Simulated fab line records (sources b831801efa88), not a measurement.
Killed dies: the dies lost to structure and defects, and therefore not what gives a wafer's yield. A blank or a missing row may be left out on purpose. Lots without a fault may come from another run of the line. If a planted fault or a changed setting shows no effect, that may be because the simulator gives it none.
A struck lot beside a sound one ; flow sky130 ; 36 steps out of a route of 708
Sound: wafers L780.1, L780.4, L780.5. Wafers L790.1, L790.4, L790.5 were the ones struck. Last of all comes the cause.
Order at every step that has rows: each side's tool, ch and its chambers, its first start. Under that, the readings that differ: sound wafers ; struck wafers ; difference of the means ; sigmas: that difference in standard deviations of wafers without a fault.
alike: a reading whose means differ by less than 2 such deviations, as well as words and numbers matching on both sides. not compared: withheld readings; readings where some wafer has no value; bounds like >300 that might hide an equal value; numbers whose values overlap and for which the record gives no deviation.
A row with sigmas, a row that says differs or no value, or rows on one side alone: a step with any of these is where the two part. When numbers do not overlap yet have no deviation, they are printed without sigmas and do not part them. Lack of a reading on every wafer of one side parts them only where that side has two or more wafers.

first, 10 steps without rows for these wafers: SKY_GATE_OXIDE_COAT_05 (resist thk 1140 nm); SKY_GATE_OXIDE_SOFTBAKE_06 (time 60 s); SKY_GATE_OXIDE_EXPOSE_07 (exposes mask LVOM, target cd 600 nm); SKY_GATE_OXIDE_PEB_08; SKY_GATE_OXIDE_DEVELOP_09 (develop time 60 s); SKY_GATE_OXIDE_IMPLANT_11; SKY_GATE_OXIDE_WET_ETCH_12 (etches SiO2 in dHF, target depth 16.8 nm, time 336 s); SKY_GATE_OXIDE_STRIP_13 (strips in O2/N2); SKY_GATE_OXIDE_CLEAN_15 (cleans in SC1/SC2, time 150 s); SKY_GATE_OXIDE_OXIDATION_16 (stabilise 600 s, purge 300 s, target thk 3.57 nm).
SKY_POLY_GATE_CVD_00: deposits poly-Si, target thk 180 nm, time 720 s.
  sound on lpcvd-01 ch 0, day 14 00:15; struck on lpcvd-01 ch 1, day 17 16:05
reading;sound;struck;difference;sigmas
spike-tc-bottom-C (C);645 644 645;625 627 627;-18;-5
spike-tc-centre-C (C);622.1 622.1 621.9;609.0 609.1 611.1;-12.3;-12
spike-tc-lower-C (C);618.5 617.4 618.2;608.6 608.4 608.8;-9.4;-8
spike-tc-top-C (C);638.4 639.7 637.5;631.7 629.2 632.0;-7.6;-4
spike-tc-upper-C (C);623.7 621.0 622.1;607.7 607.4 606.7;-15.0;-8
model.poly-Si_of_POLY_GATE_CVD_00.thk-nm (nm);179.2 180.1 177.4;135 135.9 135.2;-44;
SKY_POLY_GATE_THK_MEAS_01:
  sound on film-metro-03, day 14 01:27; struck on film-metro-03, day 17 17:17
reading;sound;struck;difference;sigmas
POLY_GATE_CVD_00_THK (nm);179.1 180.1 177.3;135.0 136.0 135.1;-43.5;-27
then, 9 steps without rows for these wafers: SKY_RES_PROTECT_DEHYDRATE_00 (time 60 s); SKY_RES_PROTECT_HMDS_01 (prime time 60 s); SKY_RES_PROTECT_COAT_02 (resist thk 1140 nm); SKY_RES_PROTECT_SOFTBAKE_03 (time 60 s); SKY_RES_PROTECT_EXPOSE_04 (exposes mask RPM, target cd 1270 nm); SKY_RES_PROTECT_PEB_05; SKY_RES_PROTECT_DEVELOP_06 (develop time 60 s); SKY_POLY_GATE_IMPLANT_02; SKY_RES_PROTECT_STRIP_07 (strips in O2/N2).
SKY_RES_PROTECT_CLEAN_09: cleans in SC1/SC2, time 150 s.
  sound on wet-bench-02 ch 3, day 15 03:11; struck on wet-bench-04 ch 2, day 18 23:35
reading;sound;struck;difference;sigmas
model.poly-Si_of_POLY_GATE_CVD_00.thk-nm (nm);178.6 179.4 176.7;134.3 135.3 134.6;-43.5;
  alike: bath-guard-temp-C
then, 11 steps without rows for these wafers: SKY_POLY_GATE_CVD_03 (deposits Si3N4 from DCS/NH3, target thk 75 nm, time 1290 s); SKY_POLY_GATE_DEHYDRATE_05 (time 60 s); SKY_POLY_GATE_HMDS_06 (prime time 60 s); SKY_POLY_GATE_COAT_07 (resist thk 110 nm); SKY_POLY_GATE_COAT_08 (resist thk 450 nm); SKY_POLY_GATE_SOFTBAKE_09 (time 90 s); SKY_POLY_GATE_EXPOSE_10 (exposes mask P1M, target cd 150 nm); SKY_POLY_GATE_PEB_11; SKY_POLY_GATE_DEVELOP_12 (develop time 60 s); SKY_POLY_GATE_ETCH_15 (etches BARC in N2/H2, stops on SiO2, time 118.5 s, target depth 110 nm); SKY_POLY_GATE_ETCH_16 (etches Si3N4 in CH3F/O2, stops on poly-Si, time 147.5 s, target depth 75 nm).
SKY_POLY_GATE_ETCH_17: etches poly-Si in HBr/Cl2, stops on SiO2, target depth 180 nm, time 70.5 s.
  sound on rie-si-01 ch 1,2,3, day 16 10:04; struck on rie-si-01 ch 1,2,3, day 20 09:22
reading;sound;struck;difference;sigmas
oes-product-au (a.u.);0.980 0.981 0.976;0.816 0.824 0.812;-0.162;-23
model.POLY_GATE.feature-depth-nm (nm);178.6 176.9 176.7;134.3 135.3 134.6;-42.7;
model.etch.depth-nm (nm);178.6 176.9 176.7;134.3 135.3 134.6;-42.7;
  alike: bias-w, drypump-motor-current-A, throttle-valve-pct
  not compared: rf-hours-counter-h
then, 1 step without rows for these wafers: SKY_POLY_GATE_STRIP_18 (strips in O2/N2).
-- record jumps: 28 days separate the struck wafers' starts on either side; left off in module POLY_GATE, taken up again in module PAD_OPEN, whose first shown step is the route's number 708 --
SKY_PAD_OPEN_PROBE_99:
  sound on prober-01, day 45 20:31; struck on prober-01, day 48 08:36
reading;sound;struck;difference;sigmas
killed_at_M4_up;4 3 4;1 0 0;-3;-2
model.etest.res-high-po.line-ohm-um;757.3 721.9 745.5;947.3 948 941.5;+204.0;
model.etest.res-poly.line-ohm-um;525.9 483.3 500.1;667.2 662.3 686;+168.7;
model.etest.tip-sonos.rs-ohm-sq;2508 2502 2512;2584 2603 2637;+101;
model.etest.res-high-po.rs-ohm-sq;265.9 256.1 260.8;333.5 332.3 331.8;+71.6;
model.etest.res-poly.rs-ohm-sq;49 47.86 48.3;63.7 62.97 63.01;+14.8;
model.etest.cap-li-to-poly.c-af-um2;101 96.1 99.37;87.56 87.66 88.07;-11.06;
model.etest.tip-n.rs-ohm-sq;448.2 444.1 443.8;433.9 435.1 432.8;-11.4;
  alike: killed_at_M0_to_M3, killed-at-contacts, killed-at-front-end, killed-at-other, killed-dies, killed-open, killed-short

== WHERE THEY PART ==
Earliest at SKY_POLY_GATE_CVD_00; latest, in this record, at SKY_PAD_OPEN_PROBE_99.

WHY: the cause the simulator had injected
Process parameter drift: lpcvd-01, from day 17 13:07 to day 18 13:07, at SKY_POLY_GATE_CVD_00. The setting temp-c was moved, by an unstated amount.
